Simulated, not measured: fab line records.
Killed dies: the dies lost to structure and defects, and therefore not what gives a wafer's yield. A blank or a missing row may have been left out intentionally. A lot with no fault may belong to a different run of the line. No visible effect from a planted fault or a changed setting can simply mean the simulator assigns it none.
Which tool was responsible? || flow gf180mcu || 6 lots, 18 wafers sampled, at 3 steps of a route of 602

WHAT THE GAUGES READ, wafer by wafer
GF_POLY_GATE_THK_MEAS_17.
{"lot": "L500", "measured": "day 10 12:19", "on": "filmMetro-04", "POLY_GATE_OXIDATION_THK (nm)": "4.18 4.13 4.12"}
{"lot": "L503", "measured": "day 10 23:41", "on": "filmMetro-02", "POLY_GATE_OXIDATION_THK (nm)": "4.00 3.99 3.96"}
{"lot": "L506", "measured": "day 12 01:15", "on": "filmMetro-02", "POLY_GATE_OXIDATION_THK (nm)": "6.70 6.63 6.73"}
{"lot": "L508", "measured": "day 12 13:25", "on": "filmMetro-02", "POLY_GATE_OXIDATION_THK (nm)": "4.10 4.01 4.05"}
{"lot": "L514", "measured": "day 14 12:37", "on": "filmMetro-02", "POLY_GATE_OXIDATION_THK (nm)": "6.73 6.86 6.70"}
{"lot": "L520", "measured": "day 16 02:46", "on": "filmMetro-01", "POLY_GATE_OXIDATION_THK (nm)": "4.07 4.12 4.03"}

WHAT TOOL EACH LOT RAN ON (gives the tool, then ch and the chambers of the sampled wafers, and finally the start)
{"lot": "L500", "GF_NWELL_STRIP_10": "plasmaAsher-01 ch 0,1, day 4 07:14", "GF_POLY_GATE_OXIDATION_16": "furnace-02 ch 0, day 10 11:02"}
{"lot": "L503", "GF_NWELL_STRIP_10": "plasmaAsher-01 ch 0,1, day 4 16:42", "GF_POLY_GATE_OXIDATION_16": "furnace-01 ch 0, day 10 22:25"}
{"lot": "L506", "GF_NWELL_STRIP_10": "plasmaAsher-02 ch 0,1, day 5 10:15", "GF_POLY_GATE_OXIDATION_16": "furnace-01 ch 0, day 11 21:31 and furnace-02 ch 0, day 12 00:00"}
{"lot": "L508", "GF_NWELL_STRIP_10": "plasmaAsher-02 ch 0,1, day 5 19:01", "GF_POLY_GATE_OXIDATION_16": "furnace-01 ch 0, day 12 12:10"}
{"lot": "L514", "GF_NWELL_STRIP_10": "plasmaAsher-01 ch 0,1, day 7 06:20", "GF_POLY_GATE_OXIDATION_16": "furnace-01 ch 0, day 14 09:31 and furnace-02 ch 0, day 14 11:21"}
{"lot": "L520", "GF_NWELL_STRIP_10": "plasmaAsher-02 ch 0,1, day 8 13:44", "GF_POLY_GATE_OXIDATION_16": "furnace-02 ch 0, day 16 01:31"}
- GF_NWELL_STRIP_10: strips in O2/N2.
- GF_POLY_GATE_OXIDATION_16: stabilise 600 s, purge 300 s, target thk 4 nm.

THE ANSWER, worked out from the rows above alone
Rule: what is usual is taken from the lots themselves. Put in order of their means at a reading, lots are off if they are a third of the lots or fewer, leave a main group of 4 or more, and stand apart from it by a gap of 3 or more times the standard deviation of the main group's means; of several such gaps the widest counts. The tables above print the reading to a certain number of digits; a main group whose means all agree to those digits is not used. Also off: a lot with no number at a reading for which 4 or more lots have one. All remaining lots with rows at the step are treated as sound.
Off: at GF_POLY_GATE_THK_MEAS_17 (POLY_GATE_OXIDATION_THK), L506, L514. The main group has a mean of 4.06 nm with a standard deviation of 0.057.
If a tool, at a process step before that reading, ran all the lots that are off and no sound lot after the first of them, it fits. Those tools and the gauges at GF_POLY_GATE_THK_MEAS_17 are tried in the same way. None of those tried fits.

WHAT THE SIMULATOR HAD INSERTED
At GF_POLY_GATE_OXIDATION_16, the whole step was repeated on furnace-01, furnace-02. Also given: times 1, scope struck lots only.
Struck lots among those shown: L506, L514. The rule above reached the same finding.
